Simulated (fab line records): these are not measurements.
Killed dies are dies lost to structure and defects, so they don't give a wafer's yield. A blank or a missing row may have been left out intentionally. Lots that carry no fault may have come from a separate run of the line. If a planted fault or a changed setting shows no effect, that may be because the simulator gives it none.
What tool caused it? :: flow gf180mcu :: 13 lots with 39 wafers sampled at 2 steps, on a route of 602 steps

WHAT THE GAUGES SHOWED, per wafer
GF_V5_BOW_MEAS_05. Usual: V5_BOW 131 um, standard deviation 8.6.
lot: L635
measured: day 26 12:11
on: filmMetro-02
V5_BOW (um): 141 142 129
flag: 

lot: L636
measured: day 26 14:58
on: filmMetro-03
V5_BOW (um): 119 117 131
flag: 

lot: L637
measured: day 27 01:58
on: filmMetro-04
V5_BOW (um): 130 145 131
flag: 

lot: L638
measured: day 27 10:51
on: filmMetro-02
V5_BOW (um): 129 131 139
flag: 

lot: L639
measured: day 27 20:08
on: filmMetro-02
V5_BOW (um): 141 125 126
flag: 

lot: L646
measured: day 29 21:34
on: filmMetro-03
V5_BOW (um): 121 121 129
flag: 

lot: L647
measured: day 30 08:48
on: filmMetro-03
V5_BOW (um): 123 137 131
flag: 

lot: L650
measured: day 31 13:40
on: filmMetro-03
V5_BOW (um): 141 134 130
flag: 

lot: L651
measured: day 31 20:44
on: filmMetro-03
V5_BOW (um): 114 122 117
flag: 

lot: L652
measured: day 32 02:08
on: filmMetro-02
V5_BOW (um): 138 119 127
flag: 

lot: L655
measured: day 32 10:34
on: filmMetro-03
V5_BOW (um): 117 116 131
flag: 

lot: L656
measured: day 32 16:12
on: filmMetro-03
V5_BOW (um): 131 137 145
flag: 

lot: L657
measured: day 33 00:52
on: filmMetro-02
V5_BOW (um): 132 116 114
flag: 

WHICH TOOL RAN EACH LOT (tool, then ch and the chambers of the sampled wafers, then the start)
lot: L635
GF_MIM_STRIP_20: plasmaAsher-04 ch 0,1, day 25 13:17

lot: L636
GF_MIM_STRIP_20: plasmaAsher-02 ch 0,1, day 25 16:17

lot: L637
GF_MIM_STRIP_20: plasmaAsher-02 ch 0,1, day 26 03:13

lot: L638
GF_MIM_STRIP_20: plasmaAsher-02 ch 0,1, day 26 12:22

lot: L639
GF_MIM_STRIP_20: plasmaAsher-04 ch 0,1, day 26 22:54

lot: L646
GF_MIM_STRIP_20: plasmaAsher-03 ch 0,1, day 29 01:02

lot: L647
GF_MIM_STRIP_20: plasmaAsher-02 ch 0,1, day 29 12:29

lot: L650
GF_MIM_STRIP_20: plasmaAsher-03 ch 0,1, day 30 18:02

lot: L651
GF_MIM_STRIP_20: plasmaAsher-02 ch 1, day 31 02:16

lot: L652
GF_MIM_STRIP_20: plasmaAsher-02 ch 1, day 31 07:20

lot: L655
GF_MIM_STRIP_20: plasmaAsher-03 ch 0,1, day 31 16:13

lot: L656
GF_MIM_STRIP_20: plasmaAsher-02 ch 0,1, day 31 21:35

lot: L657
GF_MIM_STRIP_20: plasmaAsher-03 ch 0,1, day 32 06:55
- GF_MIM_STRIP_20: strips in O2/N2.

WHAT THE TOOLS THEMSELVES READ (means of the sampled wafers that have a number; where no wafer has one, the mark that the record gives instead)
GF_MIM_STRIP_20. Usual: drypumpMotorCurrentA 5.9 A, standard deviation 0.3; heaterPowerW 340 W, standard deviation 35; oesProductAu 0.691 a.u., standard deviation 0.005; stripTimeToEndpointS 11.20 s, standard deviation 0.04.
lot: L635
tool: plasmaAsher-04
drypumpMotorCurrentA (A): 6.1
heaterPowerW (W): 354
oesProductAu (a.u.): 0.688
stripTimeToEndpointS (s): 11.21
flag: 

lot: L636
tool: plasmaAsher-02
drypumpMotorCurrentA (A): 6.0
heaterPowerW (W): 313
oesProductAu (a.u.): 0.695
stripTimeToEndpointS (s): 11.21
flag: 

lot: L637
tool: plasmaAsher-02
drypumpMotorCurrentA (A): 6.0
heaterPowerW (W): 312
oesProductAu (a.u.): 0.694
stripTimeToEndpointS (s): 11.14
flag: 

lot: L638
tool: plasmaAsher-02
drypumpMotorCurrentA (A): 6.0
heaterPowerW (W): 308
oesProductAu (a.u.): 0.692
stripTimeToEndpointS (s): 11.27
flag: 

lot: L639
tool: plasmaAsher-04
drypumpMotorCurrentA (A): 6.2
heaterPowerW (W): 384
oesProductAu (a.u.): 0.688
stripTimeToEndpointS (s): 11.20
flag: 

lot: L646
tool: plasmaAsher-03
drypumpMotorCurrentA (A): 5.8
heaterPowerW (W): 341
oesProductAu (a.u.): 0.690
stripTimeToEndpointS (s): 11.20
flag: 

lot: L647
tool: plasmaAsher-02
drypumpMotorCurrentA (A): 6.0
heaterPowerW (W): 311
oesProductAu (a.u.): 0.694
stripTimeToEndpointS (s): 11.22
flag: 

lot: L650
tool: plasmaAsher-03
drypumpMotorCurrentA (A): 5.6
heaterPowerW (W): 353
oesProductAu (a.u.): 0.696
stripTimeToEndpointS (s): 11.26
flag: 

lot: L651
tool: plasmaAsher-02
drypumpMotorCurrentA (A): 6.1
heaterPowerW (W): 315
oesProductAu (a.u.): 0.691
stripTimeToEndpointS (s): 11.19
flag: 

lot: L652
tool: plasmaAsher-02
drypumpMotorCurrentA (A): 6.1
heaterPowerW (W): 312
oesProductAu (a.u.): 0.687
stripTimeToEndpointS (s): 11.16
flag: 

lot: L655
tool: plasmaAsher-03
drypumpMotorCurrentA (A): 5.8
heaterPowerW (W): 344
oesProductAu (a.u.): 0.691
stripTimeToEndpointS (s): 11.26
flag: 

lot: L656
tool: plasmaAsher-02
drypumpMotorCurrentA (A): 6.0
heaterPowerW (W): 318
oesProductAu (a.u.): 0.691
stripTimeToEndpointS (s): 11.17
flag: 

lot: L657
tool: plasmaAsher-03
drypumpMotorCurrentA (A): 5.5
heaterPowerW (W): 353
oesProductAu (a.u.): 0.690
stripTimeToEndpointS (s): 11.17
flag: 

THE ANSWER, worked out from the rows above alone
Rule: a lot is off if the mean of its wafers that have a number lies more than 3 standard deviations from the usual mean. Also off: a lot with no number at a reading for which 4 or more lots have one. All remaining lots with rows at the step are treated as sound. The gauges are gone through in route order, then the tools' own readings, and for those a lot's mean is taken as printed above. The first step at which some lot is off is used, and at that step the reading that is off furthest; a lot without a number counts as furthest.
Across all readings shown, no lot is off: no conclusion can be drawn from this.

WHAT THE SIMULATOR HAD INSERTED
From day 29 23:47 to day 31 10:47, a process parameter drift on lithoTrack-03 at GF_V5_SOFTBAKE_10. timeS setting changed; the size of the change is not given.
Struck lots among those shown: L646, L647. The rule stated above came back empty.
